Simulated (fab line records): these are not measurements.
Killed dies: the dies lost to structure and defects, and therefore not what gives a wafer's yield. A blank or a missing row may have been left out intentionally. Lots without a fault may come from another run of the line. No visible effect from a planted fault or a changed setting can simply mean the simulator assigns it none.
A single fault, viewed from 2 desks -- flow sky130 -- each desk has only its own numbers; what lay behind them comes last

THE METROLOGY DESK
What the gauges read for every lot (on any tool): the sampled wafers with a number, averaged. A lot is out of limits, marked OUT, if its mean lies more than 4 standard deviations from the usual mean; the brackets give that distance.
Columns: A = LDD_HVP_OVL at SKY_LDD_HVP_OVL_MEAS_07, usual 0.0 nm; B = cd-nm at SKY_SD_N_CD_MEAS_07, usual 381 nm; C = SD_N_RS at SKY_SD_N_RS_MEAS_16, usual 68.57 ohm/sq; D = SD_P_RS at SKY_SD_N_RS_MEAS_17, usual 147.2 ohm/sq
lot,first seen here,A,B,C,D
L850,day 22 10:46,0.1,377,68.66,147.3
L851,day 23 09:57,-1.6,384,68.60,147.0
L853,day 23 11:37,0.6,378,68.68,147.3
L854,day 24 04:54,0.1,383,68.60,147.2
L856,day 24 05:49,-0.2,384,68.62,147.7
L860,day 25 17:31,0.4,379,70.69 (+18) OUT,158.3 (+26) OUT
L862,day 26 04:34,0.9,387,70.59 (+17) OUT,158.4 (+27) OUT
L863,day 26 22:50,1.4,383,68.56,147.4
L867,day 27 22:01,-0.1,378,68.62,146.8
L869,day 28 15:07,0.6,382,68.51,147.2
L872,day 29 02:49,1.1,378,68.32,146.4
L873,day 29 08:19,-2.0,379,68.52,147.0
This desk's finding: out of limits on L860, L862; first on L860, day 31 19:42 (SD_N_RS at SKY_SD_N_RS_MEAS_16). In limits: L850, L851, L853, L854, L856, L863, L867, L869, L872, L873.

AT THE TOOL OWNER'S DESK: rtp-anneal-02
At SKY_SD_N_RTA_14 (time 2 s), the tool's own readings, given per lot that ran on this tool as the mean of the sampled wafers with a number. A lot is out of limits, marked OUT, if its mean lies more than 4 standard deviations from the usual mean; the brackets give that distance.
Columns: A = lamp-power-pct at SKY_SD_N_RTA_14, usual 15.74 %; B = wafer_temp_C_max at SKY_SD_N_RTA_14, usual 1078.1
lot,first seen here,A,B
L850,day 28 16:44,15.74,1078.3
L853,day 29 16:50,15.78,1078.8
L854,day 30 09:41,15.73,1079.0
L860,day 31 19:32,15.34 (-7.9) OUT,1077.9
L862,day 32 04:57,15.27 (-9.2) OUT,1077.8
Finding of this desk: L860, L862 out of limits; the first was L860 at day 31 19:32, on lamp-power-pct at SKY_SD_N_RTA_14. In limits: L850, L853, L854.

BROUGHT TOGETHER
On L860, L862, at day 31 19:32, an alarm was possible from the tool owner's desk.
Metrology desk: alarm possible at day 31 19:42 on L860, L862.
The lots listed all ran SKY_SD_N_RTA_14 on rtp-anneal-02.

WHAT WAS PUT IN BY THE SIMULATOR
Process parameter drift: rtp-anneal-02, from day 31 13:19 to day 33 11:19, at SKY_SD_N_RTA_14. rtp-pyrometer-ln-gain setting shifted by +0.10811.
Struck lots among those shown: L860, L862.
Fault start to first reading out of limits, in hours, per desk: tool owner, 6; metrology, 6.
